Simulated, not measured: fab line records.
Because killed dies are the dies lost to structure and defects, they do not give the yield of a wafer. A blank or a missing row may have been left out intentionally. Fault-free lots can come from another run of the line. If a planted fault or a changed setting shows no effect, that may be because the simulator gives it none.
fab line records    flow sfq_line
record: lots: 15  wafers: 45  last_day: 91
route steps=325 shown M3@128 M4@149 R5@226 I6@267
lots with no fault: from the same line, run without faults
start_h: the number of hours between the record's first day and the start of the first shown wafer of the lot    wait_h: hours since the lot's step before    " identical to the entry in the row above    L1.1+2: a row that stands for several wafers    - no value present, or no start provided    * or withheld: withheld    < > ~ a bound
route shown NAME@n: names a module that has steps shown in the file, with the first one's number in the route    usual: average and standard deviation across the fault-free wafers    same: alike in all rows    chamber/n: place in a boat    sites: each site's reading    _std_site: their standard deviation    _edge_site: inner sites' mean taken away from outer sites' mean    radius_mm: for every site, how far away it sits from the centre of the wafer    mask NAME#n: copy n    behind: the last tool/chamber to shape the wafer    hold: what put the lot on hold/how long, in hours/how the hold closed    device: the n, p or np transistor that did not switch    end of line: the same wafers' tests at the end of the route    a step without rows: its recipe alone    killed: at the first sort, the dies lost to defects and structure; wafer yield is something else    map: the dies of a wafer, with x for killed, . for not killed, _ for no die there
set.NAME: setting as actually run; set.NAME@STEP: the setting as run at that earlier step    model.NAME: the simulator's own value behind a step, which no gauge read
one table for each step of the route and one row for each wafer, over a sample of lots
services: a tool's chamber out of use, with start hour (start_h, from the record's first day; less than 0 if before it), hours out, and reason
== steps ==
step: SFQ_M3_OVL_MEAS_921
usual: M3_OVL: -2/6
lot.wafer  tool        chamber  start_h  wait_h  M3_OVL[nm]
L668.1     overlay-01  -        844.07   0.1     -8
L668.2     "           -        "        "       -12
L668.6     "           -        "        "       -10
L670.3     overlay-02  -        859.68   0.1     -3
L670.4     "           -        "        "       -4
L670.5     "           -        "        "       -6
L671.2     overlay-01  -        881.09   0.1     -1
L671.5     "           -        "        "       -1
L671.6     "           -        "        "       -6
L672.1     overlay-01  -        884.69   0.1     0
L672.4     "           -        "        "       -3
L672.6     "           -        "        "       3
L673.1     overlay-02  -        888.29   0.1     6
L673.4     "           -        "        "       -2
L673.6     "           -        "        "       8
L674.2     overlay-01  -        903.85   0.1     -6
L674.3     "           -        "        "       -4
L674.5     "           -        "        "       -3
L675.2     overlay-01  -        918.47   0.1     -7
L675.3     "           -        "        "       3
L675.4     "           -        "        "       0
L676.1     overlay-01  -        920.87   0.1     -9
L676.2     "           -        "        "       -7
L676.3     "           -        "        "       0
L682.1     overlay-02  -        965.25   0.1     -3
L682.2     "           -        "        "       7
L682.4     "           -        "        "       4
L683.1     overlay-02  -        974.85   0.1     0
L683.3     "           -        "        "       1
L683.4     "           -        "        "       3
L685.1     overlay-02  -        983.37   0.1     -2
L685.3     "           -        "        "       7
L685.6     "           -        "        "       8
L687.2     overlay-02  -        1000.09  0.1     -7
L687.5     "           -        "        "       -3
L687.6     "           -        "        "       -11
L688.2     overlay-01  -        1015.69  0.1     -14
L688.3     "           -        "        "       -18
L688.5     "           -        "        "       -13
L689.2     overlay-02  -        1029.75  0.1     -5
L689.3     "           -        "        "       0
L689.6     "           -        "        "       1
L691.1     overlay-02  -        1057.47  0.1     0
L691.2     "           -        "        "       5
L691.4     "           -        "        "       9
step: SFQ_TRILAYER_M4_DEP_SPUTTER_091
recipe: material: Nb  base_pressure_pa: 1.33e-06  chamber_pressure_pa: 0.1333  substrate_temp_c: 20  resputter_cathode_voltage_v: 400  target_thk_nm: 200  power_w: 2000  time_s: 133.3
usual: throttle_valve_pct: 29.6/1.1
lot.wafer  tool            chamber  start_h  wait_h  throttle_valve_pct
L668.1     pvd_sputter-06  -        1010.68  0.0     29.7
L668.2     "               -        "        "       29.1
L668.6     "               -        "        "       29.4
L670.3     pvd_sputter-05  -        1018.48  0.0     30.2
L670.4     "               -        "        "       29.4
L670.5     "               -        "        "       27.4
L671.2     pvd_sputter-06  -        1042.88  0.0     29.9
L671.5     "               -        "        "       29.0
L671.6     "               -        "        "       29.2
L672.1     pvd_sputter-03  -        1050.06  0.0     29.1
L672.4     "               -        "        "       28.7
L672.6     "               -        "        "       28.6
L673.1     pvd_sputter-06  -        1053.06  0.0     28.9
L673.4     "               -        "        "       29.2
L673.6     "               -        "        "       28.7
L674.2     pvd_sputter-06  -        1069.26  0.0     29.0
L674.3     "               -        "        "       29.8
L674.5     "               -        "        "       29.7
L675.2     pvd_sputter-06  -        1082.46  0.0     29.6
L675.3     "               -        "        "       29.9
L675.4     "               -        "        "       29.3
L676.1     pvd_sputter-03  -        1086.06  0.0     29.8
L676.2     "               -        "        "       29.6
L676.3     "               -        "        "       28.6
L682.1     pvd_sputter-05  -        1130.30  0.0     29.5
L682.2     "               -        "        "       32.6
L682.4     "               -        "        "       30.3
L683.1     pvd_sputter-05  -        1138.47  0.0     27.5
L683.3     "               -        "        "       29.5
L683.4     "               -        "        "       32.7
L685.1     pvd_sputter-05  -        1143.27  0.0     32.6
L685.3     "               -        "        "       27.7
L685.6     "               -        "        "       30.0
L687.2     pvd_sputter-03  -        1160.80  0.0     28.7
L687.5     "               -        "        "       29.6
L687.6     "               -        "        "       29.1
L688.2     pvd_sputter-06  -        1175.20  0.0     29.4
L688.3     "               -        "        "       29.5
L688.5     "               -        "        "       28.9
L689.2     pvd_sputter-06  -        1187.80  0.0     30.0
L689.3     "               -        "        "       28.8
L689.6     "               -        "        "       30.2
L691.1     pvd_sputter-06  -        1216.85  0.0     28.7
L691.2     "               -        "        "       30.0
L691.4     "               -        "        "       29.5
step: SFQ_M4_RS_MEAS_924
recipe: thk_meas_gauge: four-point-probe  reads: Nb_of_TRILAYER_M4_DEP_SPUTTER_091
usual: M4_NB_RS: 0.892/0.011
lot.wafer  tool           chamber  start_h  wait_h  M4_NB_RS[ohm/sq]
L668.1     film_metro-04  -        1010.77  0.0     0.898
L668.2     "              -        "        "       0.907
L668.6     "              -        "        "       0.900
L670.3     film_metro-01  -        1018.61  0.1     0.874
L670.4     "              -        "        "       0.879
L670.5     "              -        "        "       0.880
L671.2     film_metro-03  -        1042.99  0.1     0.903
L671.5     "              -        "        "       0.902
L671.6     "              -        "        "       0.915
L672.1     film_metro-03  -        1050.15  0.0     0.914
L672.4     "              -        "        "       0.914
L672.6     "              -        "        "       0.909
L673.1     film_metro-03  -        1053.15  0.0     0.906
L673.4     "              -        "        "       0.921
L673.6     "              -        "        "       0.899
L674.2     film_metro-03  -        1069.37  0.1     0.904
L674.3     "              -        "        "       0.904
L674.5     "              -        "        "       0.896
L675.2     film_metro-04  -        1082.57  0.1     0.882
L675.3     "              -        "        "       0.894
L675.4     "              -        "        "       0.895
L676.1     film_metro-03  -        1086.15  0.0     0.903
L676.2     "              -        "        "       0.899
L676.3     "              -        "        "       0.896
L682.1     film_metro-01  -        1130.39  0.0     1.433
L682.2     "              -        "        "       0.890
L682.4     "              -        "        "       0.895
L683.1     film_metro-01  -        1138.56  0.0     1.481
L683.3     "              -        "        "       1.441
L683.4     "              -        "        "       0.892
L685.1     film_metro-04  -        1143.36  0.0     1.453
L685.3     "              -        "        "       1.459
L685.6     "              -        "        "       1.485
L687.2     film_metro-04  -        1160.91  0.1     0.897
L687.5     "              -        "        "       0.890
L687.6     "              -        "        "       0.883
L688.2     film_metro-04  -        1175.31  0.1     0.892
L688.3     "              -        "        "       0.875
L688.5     "              -        "        "       0.882
L689.2     film_metro-03  -        1187.91  0.1     0.875
L689.3     "              -        "        "       0.879
L689.6     "              -        "        "       0.883
L691.1     film_metro-04  -        1216.94  0.0     0.879
L691.2     "              -        "        "       0.892
L691.4     "              -        "        "       0.882
step: SFQ_TRILAYER_M4_ETCH_METAL_ETCH_096
recipe: target: Nb  stop_on: SiO2  mask_material: PR  chemistry: Cl2/Ar  target_depth_nm: 240  icp_w: 600  bias_w: 80  pressure_mtorr: 10  time_s: 120
usual: drypump_motor_current_A: 5.5/0.48  oes_product_au: 0.894/0.0082
same: time_s: 120
lot.wafer  tool          chamber  start_h  wait_h  drypump_motor_current_A  oes_product_au  rf_hours_counter_h
L668.1     rie_metal-01  0        1014.27  0.1     5.9                      0.893           5
L668.2     "             0        "        "       5.9                      0.882           -
L668.6     "             0        "        "       5.8                      0.889           -
L670.3     rie_metal-04  0        1021.45  0.1     5.1                      0.911           -
L670.4     "             1        "        "       6.2                      0.894           -
L670.5     "             0        "        "       5.0                      0.899           -
L671.2     rie_metal-01  1        1045.50  0.0     5.0                      0.891           1
L671.5     "             0        "        "       5.8                      0.884           -
L671.6     "             1        "        "       5.0                      0.877           -
L672.1     rie_metal-04  0        1052.68  0.0     5.0                      0.875           14
L672.4     "             1        "        "       6.2                      0.877           -
L672.6     "             0        "        "       5.0                      0.874           -
L673.1     rie_metal-04  0        1055.68  0.0     5.0                      0.885           14
L673.4     "             1        "        "       6.2                      0.880           -
L673.6     "             1        "        "       6.2                      0.885           -
L674.2     rie_metal-04  1        1071.88  0.0     6.2                      0.880           126
L674.3     "             1        "        "       6.2                      0.888           -
L674.5     "             1        "        "       6.2                      0.884           -
L675.2     rie_metal-03  0        1086.27  0.0     5.7                      0.893           67
L675.3     "             0        "        "       5.6                      0.889           -
L675.4     "             1        "        "       5.0                      0.894           -
L676.1     rie_metal-04  1        1090.19  0.0     6.2                      0.887           129
L676.2     "             0        "        "       5.0                      0.898           19
L676.3     "             0        "        "       5.0                      0.894           -
L682.1     rie_metal-03  1        1133.05  0.0     4.9                      0.702           86
L682.2     "             0        "        "       5.7                      0.894           74
L682.4     "             1        "        "       4.9                      0.888           -
L683.1     rie_metal-04  1        1141.15  0.1     6.2                      0.691           138
L683.3     "             1        "        "       6.2                      0.700           -
L683.4     "             1        "        "       6.2                      0.891           -
L685.1     rie_metal-03  0        1146.68  0.0     5.6                      0.700           76
L685.3     "             1        "        "       4.9                      0.692           -
L685.6     "             0        "        "       5.6                      0.697           -
L687.2     rie_metal-03  1        1163.54  0.0     5.0                      0.895           90
L687.5     "             0        "        "       5.7                      0.896           -
L687.6     "             1        "        "       4.9                      0.893           -
L688.2     rie_metal-01  0        1177.81  0.0     5.8                      0.895           31
L688.3     "             0        "        "       5.8                      0.894           -
L688.5     "             0        "        "       5.8                      0.902           -
L689.2     rie_metal-03  0        1190.41  0.0     5.6                      0.906           82
L689.3     "             1        "        "       4.9                      0.907           -
L689.6     "             1        "        "       4.9                      0.903           -
L691.1     rie_metal-03  1        1220.62  0.0     4.9                      0.903           97
L691.2     "             0        "        "       5.6                      0.899           85
L691.4     "             0        "        "       5.6                      0.895           -
step: SFQ_TRILAYER_R5_STRIP_STRIP_140
recipe: gas: O2  power_w: 200  platen_temp_c: 40  overash_fraction: 0.65  chemistry: O2  pressure_mtorr: 50
usual: drypump_motor_current_A: 5.4/0.48  oes_product_au: 1.001/0.0075
lot.wafer  tool          chamber  start_h  wait_h  drypump_motor_current_A  oes_product_au  rf_hours_counter_h
L668.1     rie_metal-03  1        1480.30  0.0     5.0                      1.002           0
L668.2     "             0        "        "       5.7                      1.002           122
L668.6     "             0        "        "       5.6                      1.010           -
L670.3     rie_metal-03  1        1486.50  0.2     4.9                      0.993           -
L670.4     "             0        "        "       5.7                      1.004           -
L670.5     "             0        "        "       5.6                      1.007           -
L671.2     rie_metal-03  1        1514.03  0.0     4.9                      1.000           4
L671.5     "             1        "        "       4.9                      1.001           -
L671.6     "             0        "        "       5.6                      0.992           -
L672.1     rie_metal-03  1        1517.63  0.0     4.9                      1.009           5
L672.4     "             0        "        "       5.6                      0.996           -
L672.6     "             1        "        "       4.9                      1.001           -
L673.1     rie_metal-01  0        1521.23  0.0     5.9                      1.005           72
L673.4     "             1        "        "       5.0                      0.997           -
L673.6     "             1        "        "       5.0                      1.004           -
L674.2     rie_metal-03  1        1532.03  0.0     4.9                      0.995           6
L674.3     "             1        "        "       4.9                      0.999           -
L674.5     "             1        "        "       5.0                      1.003           -
L675.2     rie_metal-04  0        1539.23  0.0     5.0                      1.002           71
L675.3     "             1        "        "       6.2                      0.992           -
L675.4     "             0        "        "       5.0                      0.998           -
L676.1     rie_metal-04  0        1545.23  0.0     5.0                      1.013           72
L676.2     "             1        "        "       6.1                      0.996           37
L676.3     "             0        "        "       5.1                      0.997           -
L682.1     rie_metal-01  0        1588.43  0.0     5.8                      1.005           79
L682.2     "             1        "        "       5.0                      0.996           70
L682.4     "             1        "        "       5.0                      1.000           -
L683.1     rie_metal-01  0        1599.23  0.0     5.8                      1.012           81
L683.3     "             0        "        "       5.8                      1.001           -
L683.4     "             1        "        "       5.0                      0.994           -
L685.1     rie_metal-03  0        1604.45  0.1     5.7                      1.008           12
L685.3     "             1        "        "       4.9                      0.990           -
L685.6     "             1        "        "       4.9                      0.994           -
L687.2     rie_metal-04  1        1623.67  0.0     6.2                      0.998           48
L687.5     "             0        "        "       5.0                      1.011           -
L687.6     "             1        "        "       6.2                      1.002           -
L688.2     rie_metal-04  0        1640.93  0.0     5.0                      1.002           85
L688.3     "             0        "        "       5.0                      1.010           -
L688.5     "             1        "        "       6.2                      1.000           -
L689.2     rie_metal-01  1        1648.58  0.0     5.0                      0.998           81
L689.3     "             0        "        "       5.8                      1.006           -
L689.6     "             1        "        "       5.0                      1.001           -
L691.1     rie_metal-04  0        1676.01  0.0     5.0                      1.007           88
L691.2     "             1        "        "       6.2                      0.995           53
L691.4     "             0        "        "       5.0                      1.002           -
step: SFQ_TRILAYER_I6_CMP_CMP_166
recipe: material: SiO2  down_force_psi: 3  platen_rpm: 60  pad_velocity_m_s: 0.94248
usual: motor_current_A: 10.1/1.4  time_to_endpoint_s: 213/7.9
lot.wafer  tool    chamber  start_h  wait_h  motor_current_A  time_to_endpoint_s
L668.1     cmp-01  1        1739.47  1.8     7.6              231
L668.2     "       2        "        "       10.3             210
L668.6     "       1        1741.47  3.8     7.5              229
L670.3     cmp-01  1        1756.85  1.8     7.5              226
L670.4     "       3        1757.85  2.8     10.7             221
L670.5     "       1        1758.85  3.8     7.3              229
L671.2     cmp-01  1        1761.35  5.1     7.4              224
L671.5     "       2        "        "       10.4             224
L671.6     "       3        "        "       10.8             212
L672.4     cmp-02  0        1794.37  5.2     10.1             205
L672.1     "       1        "        "       9.7              203
L672.6     "       3        1795.87  6.7     9.1              204
L673.1     cmp-02  0        1797.87  7.4     9.9              206
L673.4     "       1        "        "       10.7             213
L673.6     "       2        "        "       11.6             208
L674.2     cmp-02  1        1799.87  8.3     10.1             206
L674.3     "       3        1800.87  9.3     8.7              201
L674.5     "       2        1802.37  10.8    11.6             215
L675.2     cmp-01  1        1802.75  10.0    7.3              234
L675.4     "       3        1803.75  11.0    10.2             220
L675.3     "       0        "        "       12.6             218
L676.3     cmp-02  3        1803.37  9.4     8.8              199
L676.2     "       0        "        "       10.4             209
L676.1     "       1        "        "       9.7              205
L682.2     cmp-01  1        1854.94  0.0     7.4              212
L682.4     "       2        "        "       9.6              210
L682.1     "       0        1856.44  1.5     12.9             201
L683.3     cmp-02  0        1857.84  0.5     9.6              204
L683.1     "       1        "        "       9.8              199
L683.4     "       2        "        "       11.1             217
L685.3     cmp-02  1        1863.94  0.2     10.1             195
L685.1     "       3        1864.94  1.2     8.8              201
L685.6     "       2        1866.44  2.7     10.8             212
L687.2     cmp-02  1        1872.74  2.1     9.8              208
L687.6     "       1        1874.74  4.0     9.8              223
L687.5     "       2        "        "       11.5             222
L688.3     cmp-01  3        1881.70  6.4     10.6             207
L688.2     "       0        "        "       12.5             206
L688.5     "       3        1883.70  8.4     10.9             214
L689.2     cmp-02  3        1891.87  0.0     8.8              203
L689.3     "       2        1893.37  1.5     11.2             210
L689.6     "       3        "        "       8.4              223
L691.2     cmp-02  1        1897.69  0.0     9.9              209
L691.4     "       2        "        "       11.2             223
L691.1     "       0        1899.19  1.5     10.2             212
== services ==
tool          chamber  start_h  hours  kind
cmp-02        -        1105.99  2.7    repair
rie_metal-04  0        1126.82  15.7   repair
rie_metal-03  -        1140.67  1.4    pm
cmp-02        -        1178.33  9.1    pm
rie_metal-03  -        1257.89  1.5    repair
cmp-02        -        1263.61  1.5    repair
cmp-02        -        1265.12  4.0    pm
rie_metal-04  -        1276.77  15.6   pm
cmp-02        -        1283.38  4.6    pm
rie_metal-04  -        1352.83  28.1   pm
rie_metal-04  -        1382.93  0.5    repair
rie_metal-03  1        1441.72  19.1   repair
cmp-02        -        1451.88  0.7    repair
rie_metal-04  -        1469.06  1.0    repair
rie_metal-04  1        1489.88  6.7    repair
cmp-02        -        1571.99  5.8    pm
cmp-02        -        1606.75  4.0    pm
rie_metal-03  -        1627.91  14.6   pm
cmp-02        -        1654.94  6.4    pm
cmp-02        -        1665.84  0.5    repair
rie_metal-03  0        1705.11  4.5    repair
rie_metal-03  -        1705.53  1.1    repair
rie_metal-03  -        1712.25  2.8    pm
rie_metal-04  1        1825.49  3.2    repair
== key ==
first_sign: step: SFQ_M4_RS_MEAS_924  reading: M4_NB_RS  direction: up  sigmas: 49  usual: 0.892  struck: 1.458
effect: step: SFQ_TRILAYER_M4_ETCH_METAL_ETCH_096  reading: oes_product_au  direction: down  sigmas: 24  usual: 0.894  struck: 0.697
met_at SFQ_TRILAYER_M4_DEP_SPUTTER_091
struck_lots L682,L683,L685
struck_wafers L682.1,L683.1,L683.3,L685.1,L685.3,L685.6
not_acting_at SFQ_M3_OVL_MEAS_921,SFQ_TRILAYER_R5_STRIP_STRIP_140,SFQ_TRILAYER_I6_CMP_CMP_166
onset_between 1018.48 1130.30
fault: kind: process_parameter_drift  tool: pvd_sputter-05  chamber: -  onset_h: 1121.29  steps: SFQ_TRILAYER_M4_DEP_SPUTTER_091  channel: target_thk_nm  offset: -77.066  shape: step  end_h: 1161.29  scope: struck_wafers_only  acts_in: these_recipes_only  stated: 200
